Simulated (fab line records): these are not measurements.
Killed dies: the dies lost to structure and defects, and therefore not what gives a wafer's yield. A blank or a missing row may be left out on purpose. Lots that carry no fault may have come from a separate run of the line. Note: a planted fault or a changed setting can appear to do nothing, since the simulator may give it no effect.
The tool behind it: which one? / flow sky130 / 24 lots, 72 wafers sampled, at 5 steps of a route of 708

WHAT EACH GAUGE READ, for each wafer
SKY_METAL1_CD_MEAS_15 targets a cd of 140 nm. Usual: cdNm reads 139.7 nm (standard deviation 1.8).
lot=L074; measured=day 33 02:08; on=cdSem-01; cdNm (nm)=139.9 139.5 140.2; flag=
lot=L075; measured=day 33 09:34; on=cdSem-01; cdNm (nm)=141.4 142.0 141.8; flag=
lot=L076; measured=day 33 20:39; on=cdSem-01; cdNm (nm)=139.9 139.6 139.9; flag=
lot=L077; measured=day 34 03:01; on=cdSem-01; cdNm (nm)=142.1 141.7 141.2; flag=
lot=L078; measured=day 34 04:10; on=cdSem-02; cdNm (nm)=139.9 141.3 140.9; flag=
lot=L079; measured=day 34 07:45; on=cdSem-02; cdNm (nm)=139.9 142.1 140.7; flag=
lot=L080; measured=day 34 23:25; on=cdSem-01; cdNm (nm)=141.2 139.4 142.2; flag=
lot=L081; measured=day 35 06:04; on=cdSem-01; cdNm (nm)=139.5 140.0 138.0; flag=
lot=L082; measured=day 35 06:45; on=cdSem-01; cdNm (nm)=139.7 142.1 141.3; flag=
lot=L083; measured=day 35 12:35; on=cdSem-01; cdNm (nm)=135.5 135.9 137.6; flag=
lot=L084; measured=day 36 00:00; on=cdSem-02; cdNm (nm)=138.2 139.1 139.8; flag=
lot=L085; measured=day 36 05:22; on=cdSem-01; cdNm (nm)=140.0 140.6 140.2; flag=
lot=L086; measured=day 36 17:24; on=cdSem-01; cdNm (nm)=140.4 139.3 139.1; flag=
lot=L087; measured=day 36 23:37; on=cdSem-02; cdNm (nm)=138.7 138.5 139.6; flag=
lot=L088; measured=day 37 06:01; on=cdSem-02; cdNm (nm)=137.0 136.4 138.3; flag=
lot=L089; measured=day 37 09:38; on=cdSem-01; cdNm (nm)=140.0 140.2 141.0; flag=
lot=L090; measured=day 37 19:50; on=cdSem-01; cdNm (nm)=140.4 141.0 141.5; flag=
lot=L091; measured=day 38 01:36; on=cdSem-02; cdNm (nm)=135.8 135.8 137.1; flag=
lot=L092; measured=day 38 19:36; on=cdSem-01; cdNm (nm)=141.4 142.0 141.7; flag=
lot=L093; measured=day 39 01:54; on=cdSem-02; cdNm (nm)=138.3 138.7 138.0; flag=
lot=L094; measured=day 39 02:22; on=cdSem-02; cdNm (nm)=139.4 139.2 138.6; flag=
lot=L095; measured=day 39 07:37; on=cdSem-01; cdNm (nm)=139.9 138.5 139.0; flag=
lot=L096; measured=day 39 14:17; on=cdSem-01; cdNm (nm)=141.0 141.3 140.5; flag=
lot=L097; measured=day 39 22:25; on=cdSem-01; cdNm (nm)=136.9 138.2 138.6; flag=

SKY_VIA1_CD_MEAS_12 targets a cd of 150 nm. Usual: cdNm reads 150.4 nm (standard deviation 1.7).
lot=L074; measured=day 34 05:46; on=cdSem-01; cdNm (nm)=152.0 150.0 149.7; flag=
lot=L075; measured=day 34 13:44; on=cdSem-02; cdNm (nm)=148.6 151.0 149.8; flag=
lot=L076; measured=day 35 00:42; on=cdSem-01; cdNm (nm)=149.5 149.9 150.3; flag=
lot=L077; measured=day 35 06:44; on=cdSem-02; cdNm (nm)=151.4 151.4 152.8; flag=
lot=L078; measured=day 35 08:04; on=cdSem-02; cdNm (nm)=149.6 151.5 148.5; flag=
lot=L079; measured=day 35 11:08; on=cdSem-02; cdNm (nm)=149.0 149.5 148.3; flag=
lot=L080; measured=day 36 03:28; on=cdSem-02; cdNm (nm)=151.5 149.9 149.0; flag=
lot=L081; measured=day 36 09:51; on=cdSem-01; cdNm (nm)=150.1 149.1 151.1; flag=
lot=L082; measured=day 36 10:01; on=cdSem-02; cdNm (nm)=152.4 152.0 151.8; flag=
lot=L083; measured=day 36 16:24; on=cdSem-01; cdNm (nm)=150.0 148.1 149.1; flag=
lot=L084; measured=day 37 03:37; on=cdSem-02; cdNm (nm)=148.3 150.2 150.9; flag=
lot=L085; measured=day 37 08:40; on=cdSem-02; cdNm (nm)=152.4 152.1 154.8; flag=
lot=L086; measured=day 37 20:45; on=cdSem-02; cdNm (nm)=150.3 150.1 151.2; flag=
lot=L087; measured=day 38 02:56; on=cdSem-02; cdNm (nm)=151.5 152.8 150.9; flag=
lot=L088; measured=day 38 09:01; on=cdSem-02; cdNm (nm)=149.8 149.3 150.5; flag=
lot=L089; measured=day 38 13:01; on=cdSem-02; cdNm (nm)=150.8 151.6 151.8; flag=
lot=L090; measured=day 38 22:28; on=cdSem-02; cdNm (nm)=152.0 151.5 151.3; flag=
lot=L091; measured=day 39 04:10; on=cdSem-01; cdNm (nm)=148.9 151.0 150.1; flag=
lot=L092; measured=day 39 22:16; on=cdSem-02; cdNm (nm)=148.3 148.9 147.9; flag=
lot=L093; measured=day 40 03:34; on=cdSem-01; cdNm (nm)=146.4 148.5 145.7; flag=
lot=L094; measured=day 40 04:37; on=cdSem-02; cdNm (nm)=151.5 153.0 150.8; flag=
lot=L095; measured=day 40 10:00; on=cdSem-02; cdNm (nm)=149.4 150.9 149.5; flag=
lot=L096; measured=day 40 15:16; on=cdSem-01; cdNm (nm)=152.5 151.4 154.1; flag=
lot=L097; measured=day 41 00:52; on=cdSem-01; cdNm (nm)=148.7 150.2 146.9; flag=

SKY_VIA1_RS_MEAS_22: measures by four-point-probe. Usual: VIA1_W_RS 0.425 ohm/sq, standard deviation 0.0066.
lot=L074; measured=day 34 06:46; on=filmMetro-02; VIA1_W_RS (ohm/sq)=0.430 0.430 0.430; flag=
lot=L075; measured=day 34 14:46; on=filmMetro-04; VIA1_W_RS (ohm/sq)=0.423 0.426 0.430; flag=
lot=L076; measured=day 35 01:44; on=filmMetro-03; VIA1_W_RS (ohm/sq)=0.433 0.428 0.432; flag=
lot=L077; measured=day 35 07:43; on=filmMetro-04; VIA1_W_RS (ohm/sq)=0.430 0.430 0.428; flag=
lot=L078; measured=day 35 09:04; on=filmMetro-02; VIA1_W_RS (ohm/sq)=0.434 0.415 0.415; flag=
lot=L079; measured=day 35 12:07; on=filmMetro-02; VIA1_W_RS (ohm/sq)=0.409 0.415 0.429; flag=
lot=L080; measured=day 36 04:28; on=filmMetro-04; VIA1_W_RS (ohm/sq)=0.428 0.427 0.429; flag=
lot=L081; measured=day 36 10:50; on=filmMetro-02; VIA1_W_RS (ohm/sq)=0.427 0.426 0.427; flag=
lot=L082; measured=day 36 11:00; on=filmMetro-04; VIA1_W_RS (ohm/sq)=0.421 0.432 0.426; flag=
lot=L083; measured=day 36 17:23; on=filmMetro-02; VIA1_W_RS (ohm/sq)=0.420 0.431 0.423; flag=
lot=L084; measured=day 37 04:37; on=filmMetro-02; VIA1_W_RS (ohm/sq)=0.424 0.420 0.408; flag=
lot=L085; measured=day 37 09:48; on=filmMetro-02; VIA1_W_RS (ohm/sq)=0.430 0.431 0.430; flag=
lot=L086; measured=day 37 21:50; on=filmMetro-03; VIA1_W_RS (ohm/sq)=0.428 0.426 0.430; flag=
lot=L087; measured=day 38 03:58; on=filmMetro-03; VIA1_W_RS (ohm/sq)=0.412 0.428 0.428; flag=
lot=L088; measured=day 38 10:04; on=filmMetro-03; VIA1_W_RS (ohm/sq)=0.430 0.431 0.422; flag=
lot=L089; measured=day 38 14:04; on=filmMetro-04; VIA1_W_RS (ohm/sq)=0.416 0.426 0.418; flag=
lot=L090; measured=day 38 23:27; on=filmMetro-02; VIA1_W_RS (ohm/sq)=0.415 0.423 0.428; flag=
lot=L091; measured=day 39 05:10; on=filmMetro-04; VIA1_W_RS (ohm/sq)=0.433 0.414 0.417; flag=
lot=L092; measured=day 39 23:16; on=filmMetro-02; VIA1_W_RS (ohm/sq)=0.430 0.427 0.419; flag=
lot=L093; measured=day 40 04:34; on=filmMetro-04; VIA1_W_RS (ohm/sq)=0.428 0.422 0.411; flag=
lot=L094; measured=day 40 05:36; on=filmMetro-02; VIA1_W_RS (ohm/sq)=0.419 0.421 0.426; flag=
lot=L095; measured=day 40 10:59; on=filmMetro-03; VIA1_W_RS (ohm/sq)=0.435 0.424 0.435; flag=
lot=L096; measured=day 40 16:16; on=filmMetro-04; VIA1_W_RS (ohm/sq)=0.433 0.434 0.430; flag=
lot=L097; measured=day 41 01:51; on=filmMetro-04; VIA1_W_RS (ohm/sq)=0.428 0.430 0.417; flag=

SKY_METAL2_RS_MEAS_05: measures by four-point-probe. Usual: METAL2_ALCU_RS 0.1267 ohm/sq, standard deviation 0.0012.
lot=L074; measured=day 34 07:23; on=filmMetro-01; METAL2_ALCU_RS (ohm/sq)=0.1259 0.1272 0.1246; flag=
lot=L075; measured=day 34 15:23; on=filmMetro-04; METAL2_ALCU_RS (ohm/sq)=0.1280 0.1256 0.1247; flag=
lot=L076; measured=day 35 02:21; on=filmMetro-04; METAL2_ALCU_RS (ohm/sq)=0.1254 0.1254 0.1263; flag=
lot=L077; measured=day 35 08:20; on=filmMetro-02; METAL2_ALCU_RS (ohm/sq)=0.1271 0.1265 0.1275; flag=
lot=L078; measured=day 35 09:41; on=filmMetro-01; METAL2_ALCU_RS (ohm/sq)=0.1276 0.1279 0.1283; flag=
lot=L079; measured=day 35 12:44; on=filmMetro-04; METAL2_ALCU_RS (ohm/sq)=0.1265 0.1271 0.1261; flag=
lot=L080; measured=day 36 05:05; on=filmMetro-01; METAL2_ALCU_RS (ohm/sq)=0.1261 0.1272 0.1267; flag=
lot=L081; measured=day 36 11:29; on=filmMetro-01; METAL2_ALCU_RS (ohm/sq)=0.1280 0.1278 0.1277; flag=
lot=L082; measured=day 36 11:37; on=filmMetro-04; METAL2_ALCU_RS (ohm/sq)=0.1262 0.1261 0.1259; flag=
lot=L083; measured=day 36 18:01; on=filmMetro-01; METAL2_ALCU_RS (ohm/sq)=0.1257 0.1263 0.1261; flag=
lot=L084; measured=day 37 05:14; on=filmMetro-01; METAL2_ALCU_RS (ohm/sq)=0.1273 0.1259 0.1248; flag=
lot=L085; measured=day 37 10:25; on=filmMetro-04; METAL2_ALCU_RS (ohm/sq)=0.1249 0.1268 0.1262; flag=
lot=L086; measured=day 37 22:27; on=filmMetro-01; METAL2_ALCU_RS (ohm/sq)=0.1249 0.1273 0.1260; flag=
lot=L087; measured=day 38 04:35; on=filmMetro-02; METAL2_ALCU_RS (ohm/sq)=0.1266 0.1257 0.1263; flag=
lot=L088; measured=day 38 10:41; on=filmMetro-02; METAL2_ALCU_RS (ohm/sq)=0.1265 0.1254 0.1267; flag=
lot=L089; measured=day 38 14:41; on=filmMetro-02; METAL2_ALCU_RS (ohm/sq)=0.1262 0.1266 0.1260; flag=
lot=L090; measured=day 39 00:04; on=filmMetro-01; METAL2_ALCU_RS (ohm/sq)=0.1262 0.1254 0.1260; flag=
lot=L091; measured=day 39 05:47; on=filmMetro-04; METAL2_ALCU_RS (ohm/sq)=0.1254 0.1258 0.1265; flag=
lot=L092; measured=day 39 23:53; on=filmMetro-01; METAL2_ALCU_RS (ohm/sq)=0.1282 0.1263 0.1279; flag=
lot=L093; measured=day 40 05:11; on=filmMetro-01; METAL2_ALCU_RS (ohm/sq)=0.1292 0.1283 0.1284; flag=
lot=L094; measured=day 40 06:13; on=filmMetro-01; METAL2_ALCU_RS (ohm/sq)=0.1268 0.1265 0.1272; flag=
lot=L095; measured=day 40 11:37; on=filmMetro-01; METAL2_ALCU_RS (ohm/sq)=0.1281 0.1274 0.1276; flag=
lot=L096; measured=day 40 16:53; on=filmMetro-02; METAL2_ALCU_RS (ohm/sq)=0.1296 0.1292 0.1297; flag=
lot=L097; measured=day 41 02:28; on=filmMetro-01; METAL2_ALCU_RS (ohm/sq)=0.1277 0.1257 0.1284; flag=

WHAT TOOL EACH LOT RAN ON (gives the tool, then ch and the chambers of the sampled wafers, and finally the start)
lot=L074; SKY_METAL1_SPUTTER_03=pvdSputter-02, day 31 22:40
lot=L075; SKY_METAL1_SPUTTER_03=pvdSputter-02, day 32 06:23
lot=L076; SKY_METAL1_SPUTTER_03=pvdSputter-03, day 32 17:32
lot=L077; SKY_METAL1_SPUTTER_03=pvdSputter-03, day 33 00:29
lot=L078; SKY_METAL1_SPUTTER_03=pvdSputter-04, day 33 01:18
lot=L079; SKY_METAL1_SPUTTER_03=pvdSputter-04, day 33 05:11
lot=L080; SKY_METAL1_SPUTTER_03=pvdSputter-04, day 33 21:07
lot=L081; SKY_METAL1_SPUTTER_03=pvdSputter-03, day 34 03:28
lot=L082; SKY_METAL1_SPUTTER_03=pvdSputter-04, day 34 04:15
lot=L083; SKY_METAL1_SPUTTER_03=pvdSputter-03, day 34 10:06
lot=L084; SKY_METAL1_SPUTTER_03=pvdSputter-03, day 34 21:49
lot=L085; SKY_METAL1_SPUTTER_03=pvdSputter-02, day 35 02:42
lot=L086; SKY_METAL1_SPUTTER_03=pvdSputter-02, day 35 15:19
lot=L087; SKY_METAL1_SPUTTER_03=pvdSputter-04, day 35 21:37
lot=L088; SKY_METAL1_SPUTTER_03=pvdSputter-02, day 36 04:19
lot=L089; SKY_METAL1_SPUTTER_03=pvdSputter-03, day 36 07:58
lot=L090; SKY_METAL1_SPUTTER_03=pvdSputter-03, day 36 17:25
lot=L091; SKY_METAL1_SPUTTER_03=pvdSputter-02, day 36 23:37
lot=L092; SKY_METAL1_SPUTTER_03=pvdSputter-03, day 37 18:32
lot=L093; SKY_METAL1_SPUTTER_03=pvdSputter-02, day 38 00:26
lot=L094; SKY_METAL1_SPUTTER_03=pvdSputter-03, day 38 01:31
lot=L095; SKY_METAL1_SPUTTER_03=pvdSputter-02, day 38 06:37
lot=L096; SKY_METAL1_SPUTTER_03=pvdSputter-02, day 38 13:17
lot=L097; SKY_METAL1_SPUTTER_03=pvdSputter-04, day 38 21:13
- SKY_METAL1_SPUTTER_03: material Ti, target thk 5 nm, time 3.3 s.

AS READ BY THE TOOLS THEMSELVES (means over the sampled wafers that have a number; for cases with no such wafer, the mark the record gives instead)
SKY_METAL1_SPUTTER_03. Usual: throttleValvePct reads 29.7 % (standard deviation 0.87).
lot=L074; tool=pvdSputter-02; throttleValvePct (%)=29.2; flag=
lot=L075; tool=pvdSputter-02; throttleValvePct (%)=29.5; flag=
lot=L076; tool=pvdSputter-03; throttleValvePct (%)=29.3; flag=
lot=L077; tool=pvdSputter-03; throttleValvePct (%)=29.9; flag=
lot=L078; tool=pvdSputter-04; throttleValvePct (%)=30.6; flag=
lot=L079; tool=pvdSputter-04; throttleValvePct (%)=28.6; flag=
lot=L080; tool=pvdSputter-04; throttleValvePct (%)=30.7; flag=
lot=L081; tool=pvdSputter-03; throttleValvePct (%)=29.9; flag=
lot=L082; tool=pvdSputter-04; throttleValvePct (%)=29.5; flag=
lot=L083; tool=pvdSputter-03; throttleValvePct (%)=29.8; flag=
lot=L084; tool=pvdSputter-03; throttleValvePct (%)=29.5; flag=
lot=L085; tool=pvdSputter-02; throttleValvePct (%)=29.6; flag=
lot=L086; tool=pvdSputter-02; throttleValvePct (%)=29.5; flag=
lot=L087; tool=pvdSputter-04; throttleValvePct (%)=28.6; flag=
lot=L088; tool=pvdSputter-02; throttleValvePct (%)=29.8; flag=
lot=L089; tool=pvdSputter-03; throttleValvePct (%)=29.4; flag=
lot=L090; tool=pvdSputter-03; throttleValvePct (%)=29.7; flag=
lot=L091; tool=pvdSputter-02; throttleValvePct (%)=29.5; flag=
lot=L092; tool=pvdSputter-03; throttleValvePct (%)=30.0; flag=
lot=L093; tool=pvdSputter-02; throttleValvePct (%)=29.2; flag=
lot=L094; tool=pvdSputter-03; throttleValvePct (%)=30.1; flag=
lot=L095; tool=pvdSputter-02; throttleValvePct (%)=29.9; flag=
lot=L096; tool=pvdSputter-02; throttleValvePct (%)=29.2; flag=
lot=L097; tool=pvdSputter-04; throttleValvePct (%)=29.6; flag=

THE ANSWER, worked out from the rows above alone
Rule: lot off if the mean of its wafers having a number is beyond 3 standard deviations from the usual mean. A lot without any number at a reading at which 4 lots or more have one is off too. The other lots that the step has rows for count as sound. After the gauges, taken in route order, come the tools' own readings; for these a lot's mean is taken, as printed above. The first step at which some lot is off is used, and at that step the reading that is off furthest; a lot without a number counts as furthest.
No lot is off at any reading shown: from this, nothing can be told.

WHAT WAS PUT IN BY THE SIMULATOR
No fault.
